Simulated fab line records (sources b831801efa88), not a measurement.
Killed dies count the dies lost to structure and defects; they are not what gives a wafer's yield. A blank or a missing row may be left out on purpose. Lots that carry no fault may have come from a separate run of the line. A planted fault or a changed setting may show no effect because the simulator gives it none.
fab line records :: flow sfq_line
record
  lots=5
  wafers=15
  last_day=86
route steps=325 shown I7@300 M8@311
lots that met no fault: taken from a fault-free run of the same line
start_h: the number of hours between the record's first day and the start of the first shown wafer of the lot :: wait_h: how many hours have passed since the lot's step before this one :: " same as the row above :: L1.1+2: a single row standing in for several wafers :: - no value, or no start given :: * or withheld: withheld :: < > ~ a bound
route shown NAME@n: names a module that has steps shown in the file, with the first one's number in the route :: usual: mean/standard deviation taken from wafers without a fault :: same: alike in all rows :: chamber/n: place in a boat :: sites: each site's reading :: _std_site: how widely they spread, as a standard deviation :: _edge_site: the outer-site mean with the inner-site mean subtracted :: radius_mm: for every site, how far away it sits from the centre of the wafer :: mask NAME#n: copy n :: behind: tool/chamber where the wafer was last shaped :: hold: why the lot went on hold/how many hours it stayed there/how the hold came to an end :: device: transistor that didn't switch, given as n, p or np :: end of line: tests of these same wafers at the route's end :: a step without rows: its recipe alone :: killed: count of dies lost to structure and defects at first sort (not the wafer's yield) :: map: the dies of a wafer, with x for killed, . for not killed, _ for no die there
set.NAME: the run value of the setting; set.NAME@STEP: its run value at that earlier step :: model.NAME: the simulator's own value behind a step, which no gauge read
lots at selected steps of the route; one table per step, one row per wafer
services: a tool's chamber out of use, with start hour (start_h, from the record's first day; less than 0 if before it), hours out, and reason
## steps
# step SFQ_TRILAYER_I7_VIA_LITHO_COAT_192
# recipe
  resist=BARC
  spin_rpm=3000
  resist_thk_nm=62
lot.wafer: L080.2+3+5
tool: litho_track-01
chamber: 0
start_h: 1987.25
wait_h: 0.8

lot.wafer: L082.1+4+6
tool: litho_track-02
chamber: 0
start_h: 1997.61
wait_h: 1.0

lot.wafer: L087.2+3+4
tool: litho_track-02
chamber: 0
start_h: 2021.46
wait_h: 0.8

lot.wafer: L090.1+4+5
tool: litho_track-02
chamber: 0
start_h: 2039.13
wait_h: 1.0

lot.wafer: L091.2+4+5
tool: litho_track-02
chamber: 0
start_h: 2044.36
wait_h: 0.8
# step SFQ_TRILAYER_I7_VIA_LITHO_COAT_187
# recipe
  resist=KrF
  spin_rpm=3000
  resist_thk_nm=650
lot.wafer: L080.2+3+5
tool: litho_track-01
chamber: 0
start_h: 1987.55
wait_h: 0.2

lot.wafer: L082.1+4+6
tool: litho_track-02
chamber: 0
start_h: 1997.91
wait_h: 0.2

lot.wafer: L087.2+3+4
tool: litho_track-02
chamber: 0
start_h: 2021.76
wait_h: 0.2

lot.wafer: L090.1+4+5
tool: litho_track-02
chamber: 0
start_h: 2039.43
wait_h: 0.2

lot.wafer: L091.2+4+5
tool: litho_track-02
chamber: 0
start_h: 2044.66
wait_h: 0.2
# step SFQ_TRILAYER_I7_VIA_LITHO_SOFTBAKE_191
# recipe
  temp_c=withheld
  time_s=withheld
  resist=KrF
lot.wafer: L080.2+3+5
tool: litho_track-01
chamber: 0
start_h: 1987.83
wait_h: 0.2

lot.wafer: L082.1+4+6
tool: litho_track-02
chamber: 0
start_h: 1998.21
wait_h: 0.2

lot.wafer: L087.2+3+4
tool: litho_track-02
chamber: 0
start_h: 2022.03
wait_h: 0.2

lot.wafer: L090.1+4+5
tool: litho_track-02
chamber: 0
start_h: 2039.73
wait_h: 0.2

lot.wafer: L091.2+4+5
tool: litho_track-02
chamber: 0
start_h: 2044.94
wait_h: 0.2
# step SFQ_TRILAYER_I7_VIA_LITHO_EXPOSE_188
# recipe
  mask_id=I7
  na=0.6
  source_shape=conventional
  sigma_outer=0.65
  target_cd_nm=1000
  dose_mj=21.3
lot.wafer: L080.2+3+5
tool: krf_scanner-02
chamber: 0
start_h: 1998.41
wait_h: -
mask: I7#0

lot.wafer: L082.1+4+6
tool: krf_scanner-02
chamber: 0
start_h: 2008.81
wait_h: -
mask: I7#0

lot.wafer: L087.2+3+4
tool: krf_scanner-02
chamber: 0
start_h: 2027.01
wait_h: -
mask: I7#0

lot.wafer: L090.1+4+5
tool: krf_scanner-02
chamber: 0
start_h: 2042.41
wait_h: -
mask: I7#0

lot.wafer: L091.2+4+5
tool: krf_scanner-02
chamber: 0
start_h: 2046.21
wait_h: -
mask: I7#0
# step SFQ_TRILAYER_I7_VIA_LITHO_PEB_190
# recipe
  peb_temp_c=115
  peb_time_s=60
  resist=KrF
lot.wafer: L080.2+3+5
tool: litho_track-01
chamber: 0
start_h: 1999.44
wait_h: 0.8

lot.wafer: L082.1+4+6
tool: litho_track-02
chamber: 0
start_h: 2010.01
wait_h: 1.0

lot.wafer: L087.2+3+4
tool: litho_track-01
chamber: 0
start_h: 2028.03
wait_h: 0.8

lot.wafer: L090.1+4+5
tool: litho_track-01
chamber: 0
start_h: 2043.61
wait_h: 1.0

lot.wafer: L091.2+4+5
tool: litho_track-01
chamber: 0
start_h: 2047.23
wait_h: 0.8
# step SFQ_TRILAYER_I7_VIA_LITHO_DEVELOP_189
# recipe
  time_s=60
  resist=KrF
lot.wafer: L080.2+3+5
tool: litho_track-01
chamber: 0
start_h: 1999.59
wait_h: 0.1

lot.wafer: L082.1+4+6
tool: litho_track-02
chamber: 0
start_h: 2010.16
wait_h: 0.1

lot.wafer: L087.2+3+4
tool: litho_track-01
chamber: 0
start_h: 2028.18
wait_h: 0.1

lot.wafer: L090.1+4+5
tool: litho_track-01
chamber: 0
start_h: 2043.76
wait_h: 0.1

lot.wafer: L091.2+4+5
tool: litho_track-01
chamber: 0
start_h: 2047.38
wait_h: 0.1
# step SFQ_I7_OVL_MEAS_947
# usual
  I7_OVL=-3/5.1
lot.wafer: L080.2
tool: overlay-02
chamber: -
start_h: 1999.72
wait_h: 0.1
I7_OVL[nm]: -10

lot.wafer: L080.3
tool: overlay-02
chamber: -
start_h: 1999.72
wait_h: 0.1
I7_OVL[nm]: -3

lot.wafer: L080.5
tool: overlay-02
chamber: -
start_h: 1999.72
wait_h: 0.1
I7_OVL[nm]: -8

lot.wafer: L082.1
tool: overlay-02
chamber: -
start_h: 2010.31
wait_h: 0.1
I7_OVL[nm]: -2

lot.wafer: L082.4
tool: overlay-02
chamber: -
start_h: 2010.31
wait_h: 0.1
I7_OVL[nm]: 1

lot.wafer: L082.6
tool: overlay-02
chamber: -
start_h: 2010.31
wait_h: 0.1
I7_OVL[nm]: -4

lot.wafer: L087.2
tool: overlay-01
chamber: -
start_h: 2028.31
wait_h: 0.1
I7_OVL[nm]: 1

lot.wafer: L087.3
tool: overlay-01
chamber: -
start_h: 2028.31
wait_h: 0.1
I7_OVL[nm]: 1

lot.wafer: L087.4
tool: overlay-01
chamber: -
start_h: 2028.31
wait_h: 0.1
I7_OVL[nm]: 4

lot.wafer: L090.1
tool: overlay-01
chamber: -
start_h: 2043.91
wait_h: 0.1
I7_OVL[nm]: -11

lot.wafer: L090.4
tool: overlay-01
chamber: -
start_h: 2043.91
wait_h: 0.1
I7_OVL[nm]: -5

lot.wafer: L090.5
tool: overlay-01
chamber: -
start_h: 2043.91
wait_h: 0.1
I7_OVL[nm]: -7

lot.wafer: L091.2
tool: overlay-01
chamber: -
start_h: 2047.51
wait_h: 0.1
I7_OVL[nm]: -1

lot.wafer: L091.4
tool: overlay-01
chamber: -
start_h: 2047.51
wait_h: 0.1
I7_OVL[nm]: 1

lot.wafer: L091.5
tool: overlay-01
chamber: -
start_h: 2047.51
wait_h: 0.1
I7_OVL[nm]: -3
# step SFQ_TRILAYER_I7_VIA_BARC_OPEN_VIA_ETCH_260
# recipe
  mask_material=PR
  chemistry=O2
  target_depth_nm=125
  target=BARC
  source_w=500
  bias_w=80
  pressure_mtorr=30
  time_s=41.7
# usual
  drypump_motor_current_A=5.8/0.56
  oes_product_au=0.685/0.0044
lot.wafer: L080.2
tool: rie_diel-03
chamber: 0
start_h: 1999.75
wait_h: 0.0
drypump_motor_current_A: 6.1
oes_product_au: 0.690
rf_hours_counter_h: 10

lot.wafer: L080.3
tool: rie_diel-03
chamber: 2
start_h: 1999.75
wait_h: 0.0
drypump_motor_current_A: 6.4
oes_product_au: 0.687
rf_hours_counter_h: 19

lot.wafer: L080.5
tool: rie_diel-03
chamber: 2
start_h: 1999.75
wait_h: 0.0
drypump_motor_current_A: 6.4
oes_product_au: 0.685
rf_hours_counter_h: -

lot.wafer: L082.1
tool: rie_diel-02
chamber: 2
start_h: 2010.34
wait_h: 0.0
drypump_motor_current_A: 6.3
oes_product_au: 0.685
rf_hours_counter_h: 19

lot.wafer: L082.4
tool: rie_diel-02
chamber: 1
start_h: 2010.34
wait_h: 0.0
drypump_motor_current_A: 4.8
oes_product_au: 0.688
rf_hours_counter_h: 8

lot.wafer: L082.6
tool: rie_diel-02
chamber: 3
start_h: 2010.34
wait_h: 0.0
drypump_motor_current_A: 5.7
oes_product_au: 0.693
rf_hours_counter_h: -

lot.wafer: L087.2
tool: rie_diel-03
chamber: 3
start_h: 2028.34
wait_h: 0.0
drypump_motor_current_A: 5.8
oes_product_au: 0.694
rf_hours_counter_h: 0

lot.wafer: L087.3
tool: rie_diel-03
chamber: 0
start_h: 2028.34
wait_h: 0.0
drypump_motor_current_A: 6.2
oes_product_au: 0.683
rf_hours_counter_h: 11

lot.wafer: L087.4
tool: rie_diel-03
chamber: 2
start_h: 2028.34
wait_h: 0.0
drypump_motor_current_A: 6.4
oes_product_au: 0.680
rf_hours_counter_h: 19

lot.wafer: L090.1
tool: rie_diel-01
chamber: 1
start_h: 2043.94
wait_h: 0.0
drypump_motor_current_A: 5.0
oes_product_au: 0.686
rf_hours_counter_h: 9

lot.wafer: L090.4
tool: rie_diel-01
chamber: 0
start_h: 2043.94
wait_h: 0.0
drypump_motor_current_A: 5.5
oes_product_au: 0.687
rf_hours_counter_h: 17

lot.wafer: L090.5
tool: rie_diel-01
chamber: 0
start_h: 2043.94
wait_h: 0.0
drypump_motor_current_A: 5.5
oes_product_au: 0.686
rf_hours_counter_h: -

lot.wafer: L091.2
tool: rie_diel-02
chamber: 3
start_h: 2047.54
wait_h: 0.0
drypump_motor_current_A: 5.7
oes_product_au: 0.680
rf_hours_counter_h: 2

lot.wafer: L091.4
tool: rie_diel-02
chamber: 0
start_h: 2047.54
wait_h: 0.0
drypump_motor_current_A: 6.0
oes_product_au: 0.683
rf_hours_counter_h: 6

lot.wafer: L091.5
tool: rie_diel-02
chamber: 3
start_h: 2047.54
wait_h: 0.0
drypump_motor_current_A: 5.7
oes_product_au: 0.686
rf_hours_counter_h: -
# step SFQ_TRILAYER_I7_VIA_ETCH_VIA_ETCH_190
# recipe
  target=SiO2
  stop_on=Nb
  mask_material=PR
  taper_deg=20
  chemistry=CHF3
  target_depth_nm=260
  source_w=500
  bias_w=80
  pressure_mtorr=30
  time_s=withheld
# usual
  drypump_motor_current_A=5.8/0.56
  oes_product_au=0.855/0.0049
lot.wafer: L080.2
tool: rie_diel-03
chamber: 0
start_h: 1999.79
wait_h: 0.0
drypump_motor_current_A: 6.1
oes_product_au: 0.854

lot.wafer: L080.3
tool: rie_diel-03
chamber: 2
start_h: 1999.79
wait_h: 0.0
drypump_motor_current_A: 6.4
oes_product_au: 0.856

lot.wafer: L080.5
tool: rie_diel-03
chamber: 2
start_h: 1999.79
wait_h: 0.0
drypump_motor_current_A: 6.4
oes_product_au: 0.851

lot.wafer: L082.1
tool: rie_diel-02
chamber: 2
start_h: 2010.38
wait_h: 0.0
drypump_motor_current_A: 6.3
oes_product_au: 0.856

lot.wafer: L082.4
tool: rie_diel-02
chamber: 1
start_h: 2010.38
wait_h: 0.0
drypump_motor_current_A: 4.8
oes_product_au: 0.850

lot.wafer: L082.6
tool: rie_diel-02
chamber: 3
start_h: 2010.38
wait_h: 0.0
drypump_motor_current_A: 5.7
oes_product_au: 0.861

lot.wafer: L087.2
tool: rie_diel-03
chamber: 3
start_h: 2028.38
wait_h: 0.0
drypump_motor_current_A: 5.8
oes_product_au: 0.854

lot.wafer: L087.3
tool: rie_diel-03
chamber: 0
start_h: 2028.38
wait_h: 0.0
drypump_motor_current_A: 6.1
oes_product_au: 0.858

lot.wafer: L087.4
tool: rie_diel-03
chamber: 2
start_h: 2028.38
wait_h: 0.0
drypump_motor_current_A: 6.4
oes_product_au: 0.859

lot.wafer: L090.1
tool: rie_diel-01
chamber: 1
start_h: 2043.98
wait_h: 0.0
drypump_motor_current_A: 5.0
oes_product_au: 0.866

lot.wafer: L090.4
tool: rie_diel-01
chamber: 0
start_h: 2043.98
wait_h: 0.0
drypump_motor_current_A: 5.5
oes_product_au: 0.855

lot.wafer: L090.5
tool: rie_diel-01
chamber: 0
start_h: 2043.98
wait_h: 0.0
drypump_motor_current_A: 5.5
oes_product_au: 0.860

lot.wafer: L091.2
tool: rie_diel-02
chamber: 3
start_h: 2047.58
wait_h: 0.0
drypump_motor_current_A: 5.7
oes_product_au: 0.854

lot.wafer: L091.4
tool: rie_diel-02
chamber: 0
start_h: 2047.58
wait_h: 0.0
drypump_motor_current_A: 6.0
oes_product_au: 0.861

lot.wafer: L091.5
tool: rie_diel-02
chamber: 3
start_h: 2047.58
wait_h: 0.0
drypump_motor_current_A: 5.7
oes_product_au: 0.850
# step SFQ_TRILAYER_I7_VIA_STRIP_STRIP_191
# recipe
  gas=O2
  power_w=200
  platen_temp_c=40
  overash_fraction=0.65
  chemistry=O2
  pressure_mtorr=50
# usual
  drypump_motor_current_A=5.6/0.41
  oes_product_au=1.000/0.008
lot.wafer: L080.2
tool: rie_metal-01
chamber: 0
start_h: 1999.90
wait_h: -
drypump_motor_current_A: 5.2
oes_product_au: 0.992
rf_hours_counter_h: 109

lot.wafer: L080.3
tool: rie_metal-01
chamber: 0
start_h: 1999.90
wait_h: -
drypump_motor_current_A: 5.2
oes_product_au: 0.996
rf_hours_counter_h: -

lot.wafer: L080.5
tool: rie_metal-01
chamber: 0
start_h: 1999.90
wait_h: -
drypump_motor_current_A: 5.2
oes_product_au: 0.997
rf_hours_counter_h: -

lot.wafer: L082.1
tool: rie_metal-01
chamber: 1
start_h: 2010.50
wait_h: -
drypump_motor_current_A: 6.0
oes_product_au: 1.010
rf_hours_counter_h: 127

lot.wafer: L082.4
tool: rie_metal-01
chamber: 1
start_h: 2010.50
wait_h: -
drypump_motor_current_A: 6.0
oes_product_au: 1.003
rf_hours_counter_h: -

lot.wafer: L082.6
tool: rie_metal-01
chamber: 1
start_h: 2010.50
wait_h: -
drypump_motor_current_A: 6.0
oes_product_au: 1.006
rf_hours_counter_h: -

lot.wafer: L087.2
tool: rie_metal-03
chamber: 1
start_h: 2028.50
wait_h: -
drypump_motor_current_A: 4.8
oes_product_au: 0.997
rf_hours_counter_h: 31

lot.wafer: L087.3
tool: rie_metal-03
chamber: 0
start_h: 2028.50
wait_h: -
drypump_motor_current_A: 6.2
oes_product_au: 1.010
rf_hours_counter_h: -

lot.wafer: L087.4
tool: rie_metal-03
chamber: 1
start_h: 2028.50
wait_h: -
drypump_motor_current_A: 4.8
oes_product_au: 0.988
rf_hours_counter_h: -

lot.wafer: L090.1
tool: rie_metal-01
chamber: 1
start_h: 2044.10
wait_h: -
drypump_motor_current_A: 6.0
oes_product_au: 1.001
rf_hours_counter_h: 1

lot.wafer: L090.4
tool: rie_metal-01
chamber: 0
start_h: 2044.10
wait_h: -
drypump_motor_current_A: 5.2
oes_product_au: 0.994
rf_hours_counter_h: -

lot.wafer: L090.5
tool: rie_metal-01
chamber: 1
start_h: 2044.10
wait_h: -
drypump_motor_current_A: 6.0
oes_product_au: 1.011
rf_hours_counter_h: -

lot.wafer: L091.2
tool: rie_metal-03
chamber: 1
start_h: 2047.70
wait_h: -
drypump_motor_current_A: 4.8
oes_product_au: 0.993
rf_hours_counter_h: 34

lot.wafer: L091.4
tool: rie_metal-03
chamber: 1
start_h: 2047.70
wait_h: -
drypump_motor_current_A: 4.8
oes_product_au: 1.002
rf_hours_counter_h: -

lot.wafer: L091.5
tool: rie_metal-03
chamber: 1
start_h: 2047.70
wait_h: -
drypump_motor_current_A: 4.8
oes_product_au: 0.990
rf_hours_counter_h: -
# step SFQ_TRILAYER_I7_VIA_STRIP_SOLV_CLEAN_192
# recipe
  chemistry=NMP
  temp_c=70
  time_s=600
# usual
  bath_guard_temp_C=70.1/0.42
lot.wafer: L080.2
tool: wet_bench-03
chamber: 1
start_h: 2000.50
wait_h: 0.4
bath_guard_temp_C: 69.1

lot.wafer: L080.3
tool: wet_bench-03
chamber: 4
start_h: 2000.50
wait_h: 0.4
bath_guard_temp_C: 70.3

lot.wafer: L080.5
tool: wet_bench-03
chamber: 3
start_h: 2000.50
wait_h: 0.4
bath_guard_temp_C: 70.7

lot.wafer: L082.1
tool: wet_bench-03
chamber: 1
start_h: 2011.10
wait_h: 0.4
bath_guard_temp_C: 69.2

lot.wafer: L082.4
tool: wet_bench-03
chamber: 3
start_h: 2011.10
wait_h: 0.4
bath_guard_temp_C: 71.2

lot.wafer: L082.6
tool: wet_bench-03
chamber: 7
start_h: 2011.10
wait_h: 0.4
bath_guard_temp_C: 69.8

lot.wafer: L087.2
tool: wet_bench-03
chamber: 4
start_h: 2029.10
wait_h: 0.4
bath_guard_temp_C: 70.6

lot.wafer: L087.3
tool: wet_bench-03
chamber: 2
start_h: 2029.10
wait_h: 0.4
bath_guard_temp_C: 69.7

lot.wafer: L087.4
tool: wet_bench-03
chamber: 6
start_h: 2029.10
wait_h: 0.4
bath_guard_temp_C: 70.1

lot.wafer: L090.1
tool: wet_bench-04
chamber: 1
start_h: 2044.70
wait_h: 0.4
bath_guard_temp_C: 70.5

lot.wafer: L090.4
tool: wet_bench-04
chamber: 0
start_h: 2044.70
wait_h: 0.4
bath_guard_temp_C: 70.3

lot.wafer: L090.5
tool: wet_bench-04
chamber: 7
start_h: 2044.70
wait_h: 0.4
bath_guard_temp_C: 70.2

lot.wafer: L091.2
tool: wet_bench-03
chamber: 7
start_h: 2048.30
wait_h: 0.4
bath_guard_temp_C: 70.1

lot.wafer: L091.4
tool: wet_bench-03
chamber: 0
start_h: 2048.30
wait_h: 0.4
bath_guard_temp_C: 69.8

lot.wafer: L091.5
tool: wet_bench-03
chamber: 2
start_h: 2048.30
wait_h: 0.4
bath_guard_temp_C: 70.1
# step SFQ_TRILAYER_M8_LITHO_LOR_COAT_197
# recipe
  resist=lift-off
  spin_rpm=3000
lot.wafer: L080.2+3+5
tool: litho_track-03
chamber: 0
start_h: 2000.73
wait_h: 0.1

lot.wafer: L082.1+4+6
tool: litho_track-04
chamber: 0
start_h: 2011.27
wait_h: 0.0

lot.wafer: L087.2+3+4
tool: litho_track-04
chamber: 0
start_h: 2029.32
wait_h: 0.1

lot.wafer: L090.1+4+5
tool: litho_track-01
chamber: 0
start_h: 2044.89
wait_h: 0.0

lot.wafer: L091.2+4+5
tool: litho_track-03
chamber: 0
start_h: 2048.52
wait_h: 0.1
# step SFQ_TRILAYER_M8_LITHO_LOR_BAKE_198
# recipe
  resist=lift-off
  temp_c=withheld
  time_s=withheld
lot.wafer: L080.2+3+5
tool: litho_track-03
chamber: 0
start_h: 2001.07
wait_h: 0.3

lot.wafer: L082.1+4+6
tool: litho_track-04
chamber: 0
start_h: 2011.57
wait_h: 0.2

lot.wafer: L087.2+3+4
tool: litho_track-04
chamber: 0
start_h: 2029.66
wait_h: 0.3

lot.wafer: L090.1+4+5
tool: litho_track-01
chamber: 0
start_h: 2045.19
wait_h: 0.2

lot.wafer: L091.2+4+5
tool: litho_track-03
chamber: 0
start_h: 2048.86
wait_h: 0.3
## services
tool: rie_metal-03
chamber: 1
start_h: 1972.25
hours: 12.9
kind: repair

tool: krf_scanner-02
chamber: -
start_h: 1985.79
hours: 4.0
kind: pm

tool: rie_diel-03
chamber: 3
start_h: 1990.40
hours: -
kind: clean

tool: rie_diel-03
chamber: 3
start_h: 1990.40
hours: 23.6
kind: scheduled_down

tool: rie_diel-03
chamber: 3
start_h: 1990.40
hours: 23.6
kind: vent_cycle

tool: krf_scanner-02
chamber: -
start_h: 2001.81
hours: 1.0
kind: pm

tool: rie_diel-03
chamber: -
start_h: 2003.50
hours: 5.5
kind: repair

tool: rie_metal-01
chamber: 1
start_h: 2020.88
hours: -
kind: clean

tool: rie_metal-01
chamber: 1
start_h: 2020.88
hours: 18.0
kind: scheduled_down

tool: rie_metal-01
chamber: 1
start_h: 2020.88
hours: 18.0
kind: vent_cycle

tool: rie_diel-01
chamber: -
start_h: 2035.97
hours: 2.8
kind: pm
## key
fault none
